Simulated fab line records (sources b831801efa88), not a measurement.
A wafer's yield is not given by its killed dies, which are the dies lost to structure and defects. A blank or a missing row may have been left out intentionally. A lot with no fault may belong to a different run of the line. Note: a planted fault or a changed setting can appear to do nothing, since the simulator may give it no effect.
fab line records    flow sky130
record lots=6  wafers=18  last_day=50
route steps=708 shown LDD_HVN@274 LDD_HVP@278 LDD_LDN@289 PAD_OPEN@708
lots untouched by any fault: they come from a run of this same line in which no faults occurred
start_h: start of the lot's first displayed wafer, in hours after the record's first day    wait_h: time in hours since the lot's previous step    " the same as in the row above    L1.1+2: several wafers, shown together as one row    - value missing, or start not given    * or withheld: withheld    < > ~ a bound
route shown NAME@n: NAME is a module with steps in the file, n the number in the route of the first one    usual: mean/standard deviation taken from wafers without a fault    same: alike in all rows    chamber/n: place in a boat    sites: per-site readings    _std_site: the standard deviation of these    _edge_site: mean of outer sites minus mean of inner sites    radius_mm: for every site, how far away it sits from the centre of the wafer    mask NAME#n: copy n    behind: the tool/chamber that last shaped the wafer    hold: reason for holding the lot/hours on hold/outcome of the hold    device: names the non-switching transistor (n, p or np)    end of line: at the end of the route, the tests of the same wafers    a step given without rows: its recipe and nothing more    killed: the dies lost at the first sort to structure and to defects; this is not the yield of the wafer    map: a wafer's dies, marking killed ones x, the rest . and places with no die _
set.NAME: the setting as run; set.NAME@STEP: as run at that earlier step    model.NAME: the simulator's own value behind a step, which no gauge read
lots at some steps of the route; a table a step, a row a wafer
services: from which hour (start_h, from the record's first day; less than 0 if before it) a tool's chamber was out of use, for how many hours, and why
## steps
# step SKY_LDD_HVN_OVL_MEAS_07
# usual LDD_HVN_OVL=0.4/1.2
lot.wafer  tool        chamber  start_h  wait_h  LDD_HVN_OVL[nm]
L888.4     overlay-01  -        500.35   0.1     0.8
L888.5     "           -        "        "       -0.2
L888.6     "           -        "        "       0.2
L894.2     overlay-01  -        539.94   0.1     -0.2
L894.4     "           -        "        "       0.4
L894.5     "           -        "        "       1.0
L902.1     overlay-02  -        598.19   0.1     0.4
L902.2     "           -        "        "       0.2
L902.5     "           -        "        "       0.8
L905.3     overlay-01  -        618.55   0.1     1.5
L905.4     "           -        "        "       1.4
L905.5     "           -        "        "       2.3
L908.2     overlay-02  -        663.64   0.1     0.3
L908.3     "           -        "        "       -0.1
L908.5     "           -        "        "       -0.2
L910.1     overlay-02  -        669.68   0.1     -0.3
L910.3     "           -        "        "       -1.6
L910.6     "           -        "        "       -0.6
# step SKY_LDD_HVN_IMPLANT_08
# recipe species=P  energy_kev=60  dose_cm2=3e+13  tilt_deg=40
# step SKY_LDD_HVN_STRIP_09
# recipe chemistry=O2/N2  power_w=1400  pressure_mtorr=1500  platen_temp_c=withheld  o2_flow_sccm=3000  n2_flow_sccm=300  overash_fraction=0.5
# usual drypump_motor_current_A=5.73/0.29  o2_flow_sccm=3000/8.5  oes_product_au=0.408/0.0046  strip_time_to_endpoint_s=4.135/0.015
lot.wafer  tool             chamber  start_h  wait_h  drypump_motor_current_A  o2_flow_sccm  oes_product_au  rf_hours_counter_h  strip_time_to_endpoint_s
L888.4     plasma_asher-03  0        500.55   0.1     5.47                     2991          0.408           -                   4.127
L888.5     "                0        "        "       5.49                     2994          0.412           -                   4.148
L888.6     "                1        "        "       5.45                     3005          0.413           -                   4.146
L894.2     plasma_asher-04  0        540.12   0.1     5.58                     3004          0.413           73                  4.143
L894.4     "                0        "        "       5.59                     2998          0.403           -                   4.161
L894.5     "                1        "        "       5.94                     3005          0.413           -                   4.144
L902.1     plasma_asher-03  0        598.38   0.1     5.53                     2992          0.404           92                  4.122
L902.2     "                1        "        "       5.44                     3001          0.410           92                  4.128
L902.5     "                1        "        "       5.44                     3005          0.413           -                   4.135
L905.3     plasma_asher-04  1        618.76   0.1     5.92                     2995          0.408           -                   4.116
L905.4     "                0        "        "       5.58                     3004          0.410           -                   4.151
L905.5     "                0        "        "       5.60                     3009          0.396           -                   4.119
L908.2     plasma_asher-04  1        663.82   0.1     5.91                     2994          0.407           86                  4.132
L908.3     "                1        "        "       5.89                     3001          0.404           -                   4.146
L908.5     "                1        "        "       5.90                     3003          0.409           -                   4.123
L910.1     plasma_asher-04  1        669.87   0.1     5.91                     3005          0.406           87                  4.124
L910.3     "                1        "        "       5.90                     3011          0.409           -                   4.143
L910.6     "                1        "        "       5.92                     3002          0.410           -                   4.132
# step SKY_LDD_HVN_TW_MEAS_10
# usual LDD_HVN_TW=1428/18
lot.wafer  tool           chamber  start_h  wait_h  LDD_HVN_TW
L888.4     film_metro-03  -        500.65   0.1     1444
L888.5     "              -        "        "       1433
L888.6     "              -        "        "       1441
L894.2     film_metro-01  -        540.23   0.1     1439
L894.4     "              -        "        "       1444
L894.5     "              -        "        "       1445
L902.1     film_metro-01  -        598.48   0.1     1451
L902.2     "              -        "        "       1455
L902.5     "              -        "        "       1455
L905.3     film_metro-01  -        618.85   0.1     1445
L905.4     "              -        "        "       1437
L905.5     "              -        "        "       1437
L908.2     film_metro-03  -        663.93   0.1     1438
L908.3     "              -        "        "       1433
L908.5     "              -        "        "       1436
L910.1     film_metro-04  -        669.97   0.1     1398
L910.3     "              -        "        "       1394
L910.6     "              -        "        "       1397
# step SKY_LDD_HVP_DEHYDRATE_00
# recipe temp_c=200  time_s=60
# step SKY_LDD_HVP_HMDS_01
# recipe prime_time_s=60  prime_temp_c=120
# step SKY_LDD_HVP_COAT_02
# recipe resist=NOVOLAK  spin_rpm=3000  resist_thk_nm=300
# step SKY_LDD_HVP_SOFTBAKE_03
# recipe temp_c=90  time_s=60  resist=NOVOLAK
# step SKY_LDD_HVP_EXPOSE_04
# recipe mask_id=HVPTM  na=0.6  source_shape=conventional  sigma_outer=0.6  polarization=unpolarized  target_cd_nm=700  dose_mj=86
# step SKY_LDD_HVP_PEB_05
# recipe temp_c=withheld  time_s=*  resist=NOVOLAK
# step SKY_LDD_HVP_DEVELOP_06
# recipe resist=NOVOLAK  developer=TMAH  develop_time_s=60  dev_temp_c=23
# step SKY_LDD_HVP_OVL_MEAS_07
# usual LDD_HVP_OVL=0.4/1.1
lot.wafer  tool        chamber  start_h  wait_h  LDD_HVP_OVL[nm]
L888.4     overlay-01  -        530.42   0.1     1.1
L888.5     "           -        "        "       -1.3
L888.6     "           -        "        "       1.5
L894.2     overlay-01  -        570.14   0.1     1.3
L894.4     "           -        "        "       1.2
L894.5     "           -        "        "       1.1
L902.1     overlay-02  -        627.03   0.1     0.5
L902.2     "           -        "        "       0.0
L902.5     "           -        "        "       -0.6
L905.3     overlay-02  -        647.35   0.1     0.4
L905.4     "           -        "        "       -0.8
L905.5     "           -        "        "       0.7
L908.2     overlay-02  -        692.34   0.1     -0.7
L908.3     "           -        "        "       1.2
L908.5     "           -        "        "       0.1
L910.1     overlay-02  -        697.04   0.1     2.8
L910.3     "           -        "        "       1.9
L910.6     "           -        "        "       3.1
# step SKY_LDD_HVP_IMPLANT_08
# recipe species=B  energy_kev=20  dose_cm2=1.7e+13  tilt_deg=17.9
# usual dose_ions_cm2=1.7002e+13/1.6e+10  tilt_deg=17.898/0.021
lot.wafer  tool          chamber  start_h  wait_h  dose_ions_cm2  tilt_deg
L888.4     implanter-02  0        530.51   0.1     1.6984e+13     17.910
L888.5     "             0        "        "       1.7012e+13     17.904
L888.6     "             0        "        "       1.6984e+13     17.904
L894.2     implanter-01  0        570.20   0.0     1.7002e+13     17.879
L894.4     "             0        "        "       1.7016e+13     17.866
L894.5     "             0        "        "       1.7026e+13     17.906
L902.1     implanter-02  0        627.07   0.0     1.6988e+13     0.005
L902.2     "             0        "        "       1.6986e+13     -0.012
L902.5     "             0        "        "       1.7021e+13     0.022
L905.3     implanter-02  0        647.43   0.1     1.7012e+13     -0.006
L905.4     "             0        "        "       1.6988e+13     -0.001
L905.5     "             0        "        "       1.7003e+13     0.011
L908.2     implanter-04  0        692.40   0.0     1.7029e+13     17.923
L908.3     "             0        "        "       1.6996e+13     17.908
L908.5     "             0        "        "       1.7015e+13     17.919
L910.1     implanter-01  0        697.08   0.0     1.6993e+13     17.892
L910.3     "             0        "        "       1.6995e+13     17.876
L910.6     "             0        "        "       1.701e+13      17.871
# step SKY_LDD_HVP_STRIP_09
# recipe chemistry=O2/N2  power_w=1400  pressure_mtorr=1500  platen_temp_c=withheld  o2_flow_sccm=3000  n2_flow_sccm=300  overash_fraction=0.5
# usual drypump_motor_current_A=5.6/0.32  o2_flow_sccm=3000/9.7  oes_product_au=0.408/0.0045  strip_time_to_endpoint_s=4.134/0.015
lot.wafer  tool             chamber  start_h  wait_h  drypump_motor_current_A  o2_flow_sccm  oes_product_au  rf_hours_counter_h  strip_time_to_endpoint_s
L888.4     plasma_asher-01  0        530.62   0.1     5.8                      2985          0.402           -                   4.123
L888.5     "                0        "        "       5.8                      2991          0.405           -                   4.114
L888.6     "                1        "        "       6.4                      3001          0.399           -                   4.128
L894.2     plasma_asher-03  0        570.32   0.1     5.5                      2998          0.409           89                  4.140
L894.4     "                1        "        "       5.5                      3004          0.402           -                   4.139
L894.5     "                1        "        "       5.4                      3009          0.414           -                   4.143
L902.1     plasma_asher-03  0        627.22   0.1     5.5                      3006          0.409           96                  4.148
L902.2     "                1        "        "       5.4                      3011          0.398           96                  4.135
L902.5     "                0        "        "       5.5                      3008          0.410           -                   4.136
L905.3     plasma_asher-03  0        647.56   0.1     5.5                      3012          0.412           -                   4.150
L905.4     "                1        "        "       5.4                      3013          0.404           -                   4.106
L905.5     "                1        "        "       5.4                      3017          0.400           -                   4.111
L908.2     plasma_asher-03  0        692.52   0.1     5.4                      3007          0.413           102                 4.118
L908.3     "                1        "        "       5.5                      2994          0.408           -                   4.139
L908.5     "                1        "        "       5.4                      3014          0.411           -                   4.126
L910.1     plasma_asher-03  0        697.23   0.1     5.5                      2985          0.410           103                 4.141
L910.3     "                1        "        "       5.4                      3015          0.397           -                   4.113
L910.6     "                1        "        "       5.4                      2996          0.415           -                   4.119
# step SKY_LDD_HVP_TW_MEAS_10
# usual LDD_HVP_TW=451/3.4
lot.wafer  tool           chamber  start_h  wait_h  LDD_HVP_TW
L888.4     film_metro-04  -        530.72   0.1     445
L888.5     "              -        "        "       449
L888.6     "              -        "        "       447
L894.2     film_metro-02  -        570.43   0.1     453
L894.4     "              -        "        "       454
L894.5     "              -        "        "       451
L902.1     film_metro-02  -        627.32   0.1     402
L902.2     "              -        "        "       406
L902.5     "              -        "        "       406
L905.3     film_metro-02  -        647.65   0.1     404
L905.4     "              -        "        "       403
L905.5     "              -        "        "       403
L908.2     film_metro-02  -        692.63   0.1     450
L908.3     "              -        "        "       450
L908.5     "              -        "        "       450
L910.1     film_metro-04  -        697.33   0.1     449
L910.3     "              -        "        "       448
L910.6     "              -        "        "       445
# step SKY_LDD_LDN_DEHYDRATE_00
# recipe temp_c=200  time_s=60
# step SKY_PAD_OPEN_PROBE_99
# usual killed_at_M0_to_M3=44/7.1  killed_at_M4_up=3.0/1.9  killed_at_contacts=25/5.6  killed_at_front_end=14/4.1  killed_at_other=0.2/0.44  killed_dies=86/9.1  killed_open=47/7.4  killed_short=39/5.7
# same gross_dies=492  killed_at_back_side=0
lot.wafer  tool       chamber  start_h  wait_h  killed_at_M0_to_M3  killed_at_M4_up  killed_at_contacts  killed_at_front_end  killed_at_other  killed_dies  killed_open  killed_short  model.etest.tip_p_5v.rs_ohm_sq
L888.4     prober-02  -        1095.72  0.2     36                  4                37                  23                   0                100          55           45            2896
L888.5     prober-02  -        1095.77  0.2     39                  1                27                  12                   0                79           48           31            2876
L888.6     prober-02  -        1095.82  0.2     45                  6                29                  15                   0                95           59           36            2886
L894.2     prober-02  -        1119.40  0.1     48                  4                24                  11                   1                88           53           35            2931
L894.4     prober-02  -        1119.50  0.2     38                  3                33                  12                   0                86           46           40            2911
L894.5     prober-02  -        1119.55  0.2     45                  7                21                  6                    0                79           35           44            2900
L902.1     prober-01  -        1164.18  0.1     52                  6                17                  8                    1                84           42           42            2697
L902.2     prober-01  -        1164.23  0.1     57                  0                16                  8                    0                81           38           43            2721
L902.5     prober-01  -        1164.38  0.2     46                  6                32                  16                   0                100          66           34            2721
L905.3     prober-01  -        1170.52  0.2     41                  5                15                  17                   0                78           42           36            2677
L905.4     prober-01  -        1170.57  0.2     38                  4                24                  8                    0                74           42           32            2689
L905.5     prober-01  -        1170.62  0.2     49                  3                15                  9                    0                76           34           42            2669
L908.2     prober-01  -        1206.11  0.1     53                  3                16                  17                   0                89           42           47            2828
L908.3     prober-01  -        1206.16  0.2     42                  2                23                  13                   0                80           45           35            2850
L908.5     prober-01  -        1206.26  0.2     41                  0                18                  13                   0                72           39           33            2844
L910.1     prober-02  -        1208.20  0.1     44                  1                24                  26                   0                95           55           40            2910
L910.3     prober-02  -        1208.30  0.2     44                  5                16                  20                   0                85           46           39            2895
L910.6     prober-02  -        1208.45  0.2     46                  1                25                  16                   0                88           51           37            2916
# killed by level:class
L888.4 LI_CONTACT:geometric_particle:open=16 VIA1:geometric_particle:open=12 POLY_GATE:geometric_particle:short=9 FIELD_ISO:geometric_particle:open=7 LOCAL_INTERCONNECT:geometric_particle:short=7 CONTACT:geometric_particle:open=7 CONTACT:geometric_particle:short=5 FIELD_ISO:geometric_particle:short=4
L888.5 CONTACT:geometric_particle:open=9 VIA2:geometric_particle:open=8 LI_CONTACT:geometric_particle:open=6 LOCAL_INTERCONNECT:geometric_particle:short=6 VIA3:geometric_particle:open=6 VIA1:geometric_particle:open=5 VIA2:geometric_particle:short=5 CONTACT:geometric_particle:short=4
L888.6 CONTACT:geometric_particle:open=11 VIA1:geometric_particle:open=10 VIA3:geometric_particle:open=9 LI_CONTACT:geometric_particle:open=9 VIA2:geometric_particle:open=8 VIA1:geometric_particle:short=6 METAL4:geometric_particle:short=6 FIELD_ISO:geometric_particle:open=5
L894.2 VIA1:geometric_particle:open=14 CONTACT:geometric_particle:open=9 LI_CONTACT:geometric_particle:open=8 VIA3:geometric_particle:open=7 METAL1:geometric_particle:short=6 VIA1:geometric_particle:short=5 VIA3:geometric_particle:short=4 METAL2:geometric_particle:open=4
L894.4 LI_CONTACT:geometric_particle:open=10 CONTACT:geometric_particle:open=9 METAL2:geometric_particle:short=8 LOCAL_INTERCONNECT:geometric_particle:short=7 VIA2:geometric_particle:open=7 CONTACT:geometric_particle:short=6 VIA1:geometric_particle:open=6 VIA1:geometric_particle:short=4
L894.5 VIA1:geometric_particle:open=7 VIA1:geometric_particle:short=7 METAL2:geometric_particle:short=7 METAL4:geometric_particle:short=7 CONTACT:geometric_particle:open=6 LI_CONTACT:geometric_particle:open=5 VIA2:geometric_particle:open=5 VIA3:geometric_particle:open=5
L902.1 CONTACT:geometric_particle:open=11 METAL1:geometric_particle:short=8 VIA1:geometric_particle:open=8 VIA3:geometric_particle:open=7 VIA2:geometric_particle:open=6 VIA3:geometric_particle:short=6 METAL4:geometric_particle:short=5 CONTACT:geometric_particle:short=4
L902.2 VIA1:geometric_particle:open=11 VIA3:geometric_particle:open=9 VIA3:geometric_particle:short=8 METAL1:geometric_particle:short=7 VIA1:geometric_particle:short=6 CONTACT:geometric_particle:short=5 CONTACT:geometric_particle:open=5 METAL2:geometric_particle:short=4
L902.5 CONTACT:geometric_particle:open=15 VIA1:geometric_particle:open=11 VIA3:geometric_particle:open=9 LI_CONTACT:geometric_particle:open=8 VIA2:geometric_particle:open=7 FIELD_ISO:geometric_particle:short=6 FIELD_ISO:geometric_particle:open=5 METAL4:geometric_particle:short=5
L905.3 VIA1:geometric_particle:open=9 VIA1:geometric_particle:short=8 FIELD_ISO:geometric_particle:open=7 VIA3:geometric_particle:open=6 CONTACT:geometric_particle:open=5 FIELD_ISO:geometric_particle:short=4 LI_CONTACT:geometric_particle:open=4 VIA2:geometric_particle:open=4
L905.4 CONTACT:geometric_particle:open=11 VIA1:geometric_particle:open=9 METAL2:geometric_particle:short=6 VIA2:geometric_particle:open=5 LOCAL_INTERCONNECT:geometric_particle:short=4 VIA3:geometric_particle:open=4 FIELD_ISO:geometric_particle:short=3 LI_CONTACT:geometric_particle:open=3
L905.5 VIA1:geometric_particle:open=9 METAL1:geometric_particle:short=8 VIA1:geometric_particle:short=6 METAL3:geometric_particle:short=6 CONTACT:geometric_particle:open=5 VIA3:geometric_particle:open=5 LI_CONTACT:geometric_particle:open=4 METAL2:geometric_particle:short=4
L908.2 METAL2:geometric_particle:short=12 METAL1:geometric_particle:short=11 VIA1:geometric_particle:open=9 VIA3:geometric_particle:open=8 POLY_GATE:geometric_particle:short=5 CONTACT:geometric_particle:short=5 VIA2:geometric_particle:open=5 FIELD_ISO:geometric_particle:open=4
L908.3 CONTACT:geometric_particle:open=10 VIA1:geometric_particle:open=8 CONTACT:geometric_particle:short=7 VIA1:geometric_particle:short=7 LI_CONTACT:geometric_particle:open=6 METAL2:geometric_particle:short=4 VIA2:geometric_particle:open=4 VIA3:geometric_particle:open=4
L908.5 CONTACT:geometric_particle:open=8 VIA1:geometric_particle:open=6 VIA3:geometric_particle:open=6 METAL1:geometric_particle:short=5 VIA1:geometric_particle:short=5 METAL2:geometric_particle:short=5 VIA2:geometric_particle:open=5 FIELD_ISO:geometric_particle:open=4
L910.1 FIELD_ISO:geometric_particle:open=12 VIA1:geometric_particle:open=12 CONTACT:geometric_particle:open=8 FIELD_ISO:geometric_particle:short=6 METAL2:geometric_particle:short=6 LI_CONTACT:geometric_particle:short=5 LI_CONTACT:geometric_particle:open=5 LOCAL_INTERCONNECT:geometric_particle:short=5
L910.3 VIA1:geometric_particle:open=13 METAL2:geometric_particle:short=9 FIELD_ISO:geometric_particle:short=6 VIA3:geometric_particle:open=6 LI_CONTACT:geometric_particle:open=6 FIELD_ISO:geometric_particle:open=4 CONTACT:geometric_particle:open=4 METAL1:geometric_particle:short=4
L910.6 VIA1:geometric_particle:open=15 VIA2:geometric_particle:open=9 CONTACT:geometric_particle:open=8 LI_CONTACT:geometric_particle:open=5 CONTACT:geometric_particle:short=5 METAL2:geometric_particle:short=5 FIELD_ISO:geometric_particle:open=4 POLY_GATE:geometric_particle:open=4
## services
tool             chamber  start_h  hours  kind
plasma_asher-01  -        497.05   1.3    repair
plasma_asher-01  -        535.96   2.8    pm
implanter-04     -        568.72   2.2    repair
plasma_asher-01  -        585.82   1.7    repair
implanter-02     -        586.24   3.1    repair
plasma_asher-01  -        596.00   14.6   pm
implanter-01     -        651.90   1.8    repair
implanter-04     -        680.14   2.2    repair
## key
first_sign step=SKY_LDD_HVP_IMPLANT_08  reading=tilt_deg  direction=down  sigmas=99+  usual=*  struck=*
effect step=SKY_LDD_HVP_TW_MEAS_10  reading=LDD_HVP_TW  direction=down  sigmas=14  usual=451  struck=404
model_effect step=SKY_PAD_OPEN_PROBE_99  value=etest.tip_p_5v.rs_ohm_sq  without=2866  struck=2696
met_at SKY_LDD_HVP_IMPLANT_08
struck_wafers L902.1,L902.2,L902.5,L905.3,L905.4,L905.5
tester_left_out L902,L905
onset_between 530.51 627.07
fault kind=process_parameter_drift  tool=implanter-02  chamber=-  onset_h=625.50  steps=SKY_LDD_HVP_IMPLANT_08  channel=tilt_deg  offset=*  shape=step  end_h=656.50  acts_in=*  stated=*
# tester_left_out: of these lots the tester's yield and bins aren't shown, on N5 and GAA mostly nor the transistor test; their killed dies are dies lost to structure and defects alone, not to doping, threshold or leakage, so they don't give the yield
